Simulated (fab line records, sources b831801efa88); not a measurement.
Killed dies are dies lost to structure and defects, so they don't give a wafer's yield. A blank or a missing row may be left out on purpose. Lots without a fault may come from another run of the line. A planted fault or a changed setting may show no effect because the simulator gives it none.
Chamber matching | flow gf180mcu | GF_STI_CMP_25 on cmp-02: 4 sister chambers
The step polishes, stops on Si3N4, t overpolish 33 s, target thk 524.6 nm. 16 wafers are shown with their chamber, then 8 later ones without.

WAFERS WITH THEIR CHAMBER
wafer  | chamber | motor_current_A (A) | overpolish_run_s (s) | time_to_endpoint_s (s)
L819.1 | 3       | 12.4                | 33.007               | 122
L819.3 | 2       | 12.1                | 33.028               | 127
L819.5 | 0       | 12.1                | 32.998               | 124
L821.1 | 2       | 11.7                | 33.001               | 123
L821.3 | 3       | 13.1                | 33.001               | 123
L821.4 | 1       | 11.0                | 32.992               | 122
L825.2 | 3       | 12.6                | 33.003               | 116
L825.4 | 0       | 13.0                | 33.012               | 116
L825.6 | 0       | 12.4                | 33.005               | 121
L826.2 | 3       | 12.8                | 32.994               | 124
L826.4 | 2       | 12.2                | 33.003               | 124
L826.5 | 1       | 11.6                | 32.995               | 128
L828.2 | 2       | 12.3                | 33.014               | 117
L828.3 | 3       | 12.6                | 32.997               | 123
L828.5 | 1       | 11.6                | 32.995               | 123
L833.1 | 2       | 11.8                | 32.996               | 127

SIGNATURES (means of the wafers above)
reading            | chamber 0 | chamber 1 | chamber 2 | chamber 3 | scatter within a chamber
motor_current_A    | 12.500    | 11.400    | 12.020    | 12.700    | 0.317
overpolish_run_s   | 33.00500  | 32.99400  | 33.00840  | 33.00040  | 0.00847
time_to_endpoint_s | 120.33    | 124.33    | 123.60    | 121.60    | 3.67
Rule: a wafer's distance from a chamber is the root of the sum, over the readings, of the square of ((its reading less the chamber's mean) divided by the reading's scatter). The wafer belongs to the nearest chamber; if the next one is less than 2 further off, it can't be placed. The scatter: the root of (the sum of the squares of (reading less its chamber's mean) over the shown wafers, divided by (wafers less chambers)).

WAFERS WITHOUT THEIR CHAMBER
wafer  | motor_current_A (A) | overpolish_run_s (s) | time_to_endpoint_s (s)
L833.5 | 12.9                | 32.997               | 126
L833.6 | 12.0                | 32.993               | 123
L835.3 | 12.5                | 32.998               | 125
L835.5 | 12.1                | 33.005               | 125
L835.6 | 12.7                | 32.994               | 124
L842.3 | 12.5                | 33.001               | 123
L842.4 | 11.3                | 33.006               | 123
L842.5 | 12.5                | 32.994               | 122

WHICH CHAMBER EACH WENT THROUGH
wafer  | from the rows above               | in truth
L833.5 | can't be placed: 3 or 0 or 2      | 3
L833.6 | can't be placed: 2 or 1 or 0 or 3 | 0
L835.3 | can't be placed: 3 or 0 or 2      | 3
L835.5 | can't be placed: 2 or 0 or 3 or 1 | 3
L835.6 | can't be placed: 3 or 0 or 2      | 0
L842.3 | can't be placed: 3 or 0 or 2      | 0
L842.4 | can't be placed: 1 or 2           | 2
L842.5 | can't be placed: 3 or 0 or 2      | 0
Placed correctly: 0 of 8. Can't be placed from these rows: 8 (the true chamber is among the candidates in 8). Placed wrongly: 0.
